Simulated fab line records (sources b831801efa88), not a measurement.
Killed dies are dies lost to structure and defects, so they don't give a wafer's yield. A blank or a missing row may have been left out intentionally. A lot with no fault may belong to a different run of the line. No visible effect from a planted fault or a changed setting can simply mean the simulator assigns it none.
A lot that was struck, set against a sound lot :: flow gf180mcu :: 14 steps out of a route of 602
Sound: the wafers L271.2, L271.3, L271.5. Wafers struck: L273.3, L273.4, L273.6. The cause is given at the end.
Order at every step that has rows: each side's tool, ch and its chambers, its first start. Under that, the readings that differ: sound wafers :: struck wafers :: difference of the means :: sigmas: that difference in standard deviations of wafers without a fault.
alike: a reading whose means differ by less than 2 such deviations, as well as words and numbers matching on both sides. not compared: withheld readings; readings where some wafer has no value; bounds like >300 that might hide an equal value; numbers whose values overlap and for which the record gives no deviation.
Wherever a step has rows on one side only, a row that says differs or no value, or a row with sigmas, the two part there. Non-overlapping numbers with no deviation appear without sigmas and do not part them. Lack of a reading on every wafer of one side parts them only where that side has two or more wafers.

GF_M4_SPUTTER_01: material TiN, target thk 30 nm, time 25 s.
  struck on pvd-sputter-02, day 26 00:23; sound on pvd-sputter-02, day 25 05:20
  alike: throttle-valve-pct
GF_M4_SPUTTER_02: material AlCu, target thk 450 nm, time 23.9 s.
  struck on pvd-sputter-02, day 26 00:25; sound on pvd-sputter-02, day 25 05:22
  alike: throttle-valve-pct
GF_M4_SPUTTER_03: material Ti, target thk 10 nm, time 6.7 s.
  struck on pvd-sputter-02, day 26 00:26; sound on pvd-sputter-02, day 25 05:24
  alike: throttle-valve-pct
GF_M4_SPUTTER_04: material TiN, target thk 50 nm, time 41.7 s.
  struck on pvd-sputter-02, day 26 00:28; sound on pvd-sputter-02, day 25 05:25
  alike: throttle-valve-pct
GF_M4_RS_MEAS_05: a four-point-probe measurement.
  struck on film-metro-01, day 26 00:32; sound on film-metro-01, day 25 05:29
  alike: M4_ALCU_RS
GF_M4_THK_MEAS_06: measures by xrf.
  struck on film-metro-01, day 26 00:38; sound on film-metro-01, day 25 05:35
  alike: M4_ALCU_THK
then, 6 steps without rows for these wafers: GF_M4_DEHYDRATE_07 (time 60 s); GF_M4_HMDS_08 (prime time 60 s); GF_M4_COAT_09 (resist thk 1000 nm); GF_M4_SOFTBAKE_10 (time 60 s); GF_M4_EXPOSE_11 (exposes mask Metal4, target cd 280 nm); GF_M4_PEB_12 (peb time 90 s).
GF_M4_DEVELOP_13: develop time 60 s.
  struck on litho-track-02, day 26 20:59; sound on litho-track-03 ch 0, day 26 01:51
  no value came back on the struck wafers for chill-plate-temp-C (C), develop-time-s (s); on the sound wafers chill-plate-temp-C (C) reads 22.98 23.18 23.10
reading: model.KrF_of_M4_COAT_09.thk-nm (nm)
sound: 990.3 987.4 988.7
struck: 1001 1002 998.1
difference: +12
sigmas: 
GF_M4_CD_MEAS_14 targets a cd of 280 nm.
  struck on cd-sem-02, day 26 21:07; sound on cd-sem-01, day 26 02:00
reading: cd-nm (nm)
sound: 280.1 278.6 280.5
struck: - - -
difference: no value on the struck wafers
sigmas: 

== WHERE THEY PART ==
Earliest at GF_M4_DEVELOP_13; latest, in this record, at GF_M4_CD_MEAS_14.

WHY: what had been put in by the simulator
Entire step skipped (litho-track-02, GF_M4_DEVELOP_13), from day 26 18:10 onward. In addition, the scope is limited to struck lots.
